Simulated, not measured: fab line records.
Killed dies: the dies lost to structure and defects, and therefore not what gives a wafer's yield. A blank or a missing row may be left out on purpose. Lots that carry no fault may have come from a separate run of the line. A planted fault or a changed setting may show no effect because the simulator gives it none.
Comparing a struck lot with a sound one | flow sky130 | 18 out of 708 route steps
Sound: these wafers, L692.2, L692.3, L692.4. Wafers struck: L694.2, L694.3, L694.6. The cause is named last.
Per side, at each step with rows, come the tool, then ch with its chambers, and then its first start. Under that, the readings that differ: sound wafers | struck wafers | difference of the means | sigmas: that difference in standard deviations of wafers without a fault.
alike: same words and numbers on both sides, and readings whose means sit less than 2 such deviations apart. not compared: any withheld reading, any reading some wafer has no value for, any bound like >300 that may hide the same value, and any number with overlapping values for which the record gives no deviation.
A row with sigmas, a row that says differs or no value, or rows on one side alone: a step with any of these is where the two part. Numbers that have no deviation but don't overlap get no sigmas and don't part them. Lack of a reading on every wafer of one side parts them only where that side has two or more wafers.

SKY_SONOS_ONO_OVL_MEAS_14:
  struck on overlay-01, day 13 13:35; sound on overlay-02, day 12 10:29
  alike: SONOS_ONO_OVL
SKY_SONOS_ONO_ETCH_15: etches the open film in CHF3/O2, target depth 19.52 nm, time 7.8 s.
  sound on rie diel-04 ch 1,2,3, day 12 10:31; struck on rie diel-04 ch 1,2,3, day 13 13:37
  alike: drypump motor current A, oes product au, rf fwd power W, throttle valve pct
  not compared: rf hours counter h
then, 1 step without rows for these wafers: SKY_SONOS_ONO_WET_ETCH_16 (etches SiO2 in dHF, target depth 14 nm, time 280 s).
SKY_SONOS_ONO_STRIP_17: strips in O2/N2.
  sound on plasma asher-01 ch 0,1, day 12 10:37; struck on plasma asher-02 ch 0,1, day 13 13:43
  alike: drypump motor current A, oes product au, strip time to endpoint s
  not compared: rf hours counter h
then, 3 steps without rows for these wafers: SKY_SONOS_ONO_WET_ETCH_18 (etches Si3N4 in H3PO4, target depth 15 nm, time 172 s); SKY_GATE_OXIDE_CLEAN_00 (cleans in SC1/SC2, time 150 s); SKY_GATE_OXIDE_OXIDATION_01 (stabilise 600 s, purge 300 s, target thk 10.268 nm).
SKY_GATE_OXIDE_THK_MEAS_02:
  struck on film metro-03, day 13 16:41; sound on film metro-01, day 12 13:58
  alike: GATE_OXIDE_OXIDATION_00_THK
then, 4 steps without rows for these wafers: SKY_GATE_OXIDE_DEHYDRATE_03 (time 60 s); SKY_GATE_OXIDE_HMDS_04 (prime time 60 s); SKY_GATE_OXIDE_COAT_05 (resist thk 1140 nm); SKY_GATE_OXIDE_SOFTBAKE_06 (time 60 s).
SKY_GATE_OXIDE_EXPOSE_07: exposes mask LVOM, target cd 600 nm.
  sound on iline stepper-02 ch 0, day 13 02:18; struck on iline stepper-02 ch 0, day 14 04:07
  reading                            | sound             | struck         | difference | sigmas
  model.GATE_OXIDE.overlay x nm (nm) | 1.422 1.422 1.422 | -162 -162 -162 | -163       |
  alike: mask, stage vel mm s
then, 2 steps without rows for these wafers: SKY_GATE_OXIDE_PEB_08; SKY_GATE_OXIDE_DEVELOP_09 (develop time 60 s).
SKY_GATE_OXIDE_OVL_MEAS_10:
  struck on overlay-02, day 14 16:22; sound on overlay-01, day 13 14:04
  reading             | sound        | struck               | difference | sigmas
  GATE_OXIDE_OVL (nm) | 1.5 0.6 -0.7 | -163.2 -163.2 -160.5 | -162.8     | -99 or more
following that, these wafers have no rows for 1 step: SKY_GATE_OXIDE_IMPLANT_11.
-- the record jumps here: 32 days lie between the struck wafers' starts before and after (it left off in module GATE_OXIDE and takes up again in module PAD_OPEN, whose first step shown is number 708 of the route) --
SKY_PAD_OPEN_PROBE_99:
  rows exist in the record for the struck wafers here (prober-02, day 46 18:58), but not for the sound ones

== WHERE THEY PART ==
First at SKY_GATE_OXIDE_OVL_MEAS_10; last, within this record, at SKY_PAD_OPEN_PROBE_99.

WHY: what had been put in by the simulator
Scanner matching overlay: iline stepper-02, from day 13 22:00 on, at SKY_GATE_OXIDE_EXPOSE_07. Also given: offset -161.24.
